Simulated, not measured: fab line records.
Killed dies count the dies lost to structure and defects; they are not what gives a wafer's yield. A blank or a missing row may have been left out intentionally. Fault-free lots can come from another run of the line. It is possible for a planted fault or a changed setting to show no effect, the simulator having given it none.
Code-filled problem report in 8D (eight disciplines) form :: flow sfq line :: the parts of the form that need people (team, actions taken, sign-off) are left out

== 1. WHAT IS WRONG ==
Wafers without a fault read 79.98 W, standard deviation 0.28; bias w at SFQ_TRILAYER_I1_VIA_BARC_OPEN_VIA_ETCH_071 reads a mean of 98.56 W on 2 wafers belonging to 2 lots. Relative to the usual mean, that is a shift of +66 standard deviations.
The step: etches BARC in O2, target depth 125 nm, time 41.7 s.
Seen first at day 37 06:00 on rie diel-02, wafer L895.6. The record holds 42 wafers of 14 lots with a number at this step. The rule behind "out" and "out of limits": a value lying over 4 standard deviations away from the usual mean. The rest of the wafers with a number are treated as sound.

== 2. WHAT IT IS, AND WHAT IT ISN'T ==
question: which readings at this step
is: bias w
is not: drypump motor current A, oes product au, rf fwd power W

question: which lots
is: L895, L896
is not: L885, L886, L887, L888, L889, L890, L891, L894, L901, L902, L904, L905

question: which wafers of those lots
is: L895.6, L896.3
is not: L895.2, L895.3, L896.1, L896.4

question: read on which tools
is: rie diel-02
is not: rie diel-03, rie diel-04

question: when
is: from day 37 06:00
is not: up to then (26 sound wafers); but 14 sound wafers of L896, L901, L902, L904, L905 came after

== 3. THE SUSPECTS, EACH WITH WHAT RULES IT OUT ==
Counting: if a tool at a process step up to the reading ran every lot that is out, it stays a suspect. Sound lots after the first of them don't rule it out here, since some wafers of a struck lot are sound.
- rie diel-02 at SFQ_TRILAYER_I1_VIA_BARC_OPEN_VIA_ETCH_071 (etches BARC in O2, target depth 125 nm, time 41.7 s): kept. Ran every lot that is out, first one L895 (day 37 06:00); last sound lot up to then L894 (day 36 14:31). Its own bias w readings are out on those wafers.
- In rie diel-02 at SFQ_TRILAYER_I1_VIA_BARC_OPEN_VIA_ETCH_071, the wafers that are out were processed in chamber 0 and their sound lot-mates in chambers 1, 2, 3.
Remaining after the count: rie diel-02 at SFQ_TRILAYER_I1_VIA_BARC_OPEN_VIA_ETCH_071.

== 4. THE CAUSE (what the simulator had put in) ==
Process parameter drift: rie diel-02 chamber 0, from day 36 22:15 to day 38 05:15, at SFQ_TRILAYER_I1_VIA_BARC_OPEN_VIA_ETCH_071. A move of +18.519 in setting bias w, from 80. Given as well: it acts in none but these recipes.
The count eliminated every tool but this one.

== 5. THE CHAIN OF EFFECTS, in route order ==
Each row: a reading where the mean over the struck wafers with a number is more than 3 standard deviations away from the usual. Only readings whose record carries a usual standard deviation are examined. hours: median over the lots of the time between each lot's start at the first step of this table that gives one and its start at this step. sigmas: the change, counted in usual standard deviations.
hours: 0
step: SFQ_TRILAYER_I1_VIA_BARC_OPEN_VIA_ETCH_071
reading: bias w
usual: 79.98 W
on struck wafers: 98.56
change: +18.58
sigmas: +66
Here are the process steps it includes:
- SFQ_TRILAYER_I1_VIA_BARC_OPEN_VIA_ETCH_071: etches BARC in O2, target depth 125 nm, time 41.7 s.

== 6. HOW IT WOULD HAVE BEEN CAUGHT EARLIER ==
In this record the first reading out of limits was taken at day 37 06:00, 8 hours after the fault began at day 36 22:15.
